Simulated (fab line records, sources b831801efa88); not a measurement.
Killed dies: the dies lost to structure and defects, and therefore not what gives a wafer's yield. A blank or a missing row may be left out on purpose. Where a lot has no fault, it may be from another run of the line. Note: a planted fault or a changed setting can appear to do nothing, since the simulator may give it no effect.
Code-filled problem report in 8D (eight disciplines) form / flow gf180mcu / the parts of the form that need people (team, actions taken, sign-off) are left out

== 1. THE PROBLEM ==
Across 2 wafers from 2 lots, V3_W_RS at GF_V3_RS_MEAS_24 averages 0.262 ohm/sq, while fault-free wafers read 0.331 ohm/sq with a standard deviation of 0.0041. That is -17 standard deviations from the usual mean.
The step: measures by four-point-probe.
First observed at day 24 22:56: wafer L475.5, on filmMetro-01. Wafers with a number at this step in the record: 33, from 11 lots. Rule for "out", or "out of limits": more than 4 standard deviations from the usual mean. The other wafers with a number count as sound.

== 2. WHAT IT IS AND WHAT IT IS NOT ==
question=which readings at this step | is=V3_W_RS | is not=-
question=which lots | is=L475, L476 | is not=L469, L471, L472, L473, L482, L487, L488, L491, L492
question=which wafers of those lots | is=L475.5, L476.3 | is not=L475.2, L475.3, L476.4, L476.6
question=read on which gauges | is=filmMetro-01, filmMetro-04 | is not=filmMetro-03
question=when | is=from day 24 22:56 | is not=up to then (14 sound wafers); but 17 sound wafers of L476, L482, L487, L488, L491, L492 came after

== 3. SUSPECTS, AND WHAT RULES EACH OUT ==
Counting: any tool at a process step up to the reading remains a suspect provided it ran every lot that is out. Sound lots after the first of them don't rule it out here, since some wafers of a struck lot are sound.
- the gauge at GF_V3_RS_MEAS_24 has been ruled out. 2 gauges (filmMetro-01, filmMetro-04) read the wafers that are out.
- cvdW-01 at GF_V3_CVD_23 (deposits W, target thk 350 nm, time 104.9 s): kept. It ran every lot that is out, first L475 (day 24 22:49); its last sound lot up to then is L471 (day 23 09:52). Out on those wafers are its own readings of susceptorTempC.
- Within cvdW-01 at GF_V3_CVD_23: the wafers that are out ran in chamber 1; their sound lot-mates ran in chamber 0.
Left after counting: cvdW-01 at GF_V3_CVD_23.

== 4. THE CAUSE (what the simulator had put in) ==
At GF_V3_CVD_23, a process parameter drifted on cvdW-01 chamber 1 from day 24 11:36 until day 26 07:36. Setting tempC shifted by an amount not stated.
After counting, this tool was the only one left.

== 5. SEQUENCE OF EFFECTS, ordered by route ==
Rows list readings where the struck wafers' mean (over those with a number) sits beyond 3 standard deviations from the usual. Readings are gone through only where the record gives a usual standard deviation; hours: the median, over the lots, of the time from a lot's start at the first step in this table giving one to that lot's start at this step; sigmas: the change measured in usual standard deviations.
hours=0; step=GF_V3_CVD_23; reading=susceptorTempC; usual=399.94 C; on struck wafers=412.81; change=+12.87; sigmas=+59
hours=0; step=GF_V3_RS_MEAS_24; reading=V3_W_RS; usual=0.331 ohm/sq; on struck wafers=0.262; change=-0.069; sigmas=-17
hours=0; step=GF_V3_THK_MEAS_25; reading=V3_W_THK; usual=351 nm; on struck wafers=448; change=+97; sigmas=+16
hours=0; step=GF_V3_CMP_26; reading=timeToEndpointS; usual=82 s; on struck wafers=100; change=+18; sigmas=+5.5
The process steps in it:
- GF_V3_CVD_23: deposits W, target thk 350 nm, time 104.9 s.
- GF_V3_CMP_26: polishes, stops on SiO2, t overpolish 15 s, target thk 0 nm.
Later measuring or inspecting steps at which every struck wafer that the step has a row for has a number for every such reading, and none has moved that far: GF_M4_THK_MEAS_06.

== 6. HOW IT WOULD HAVE BEEN CAUGHT EARLIER ==
11 hours passed between the start of the fault at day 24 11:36 and the first reading out of limits at a measuring or inspecting step in this record, taken at day 24 22:56.
The tool's own readings at GF_V3_CVD_23 were out on every struck wafer that the step has a row for (susceptorTempC): an alarm limit on them would have fired on the first of those.
Of the lots that are out (2), L476 began GF_V3_CVD_23 on cvdW-01 after day 24 22:56. A hold on the tool at that time would have spared it.
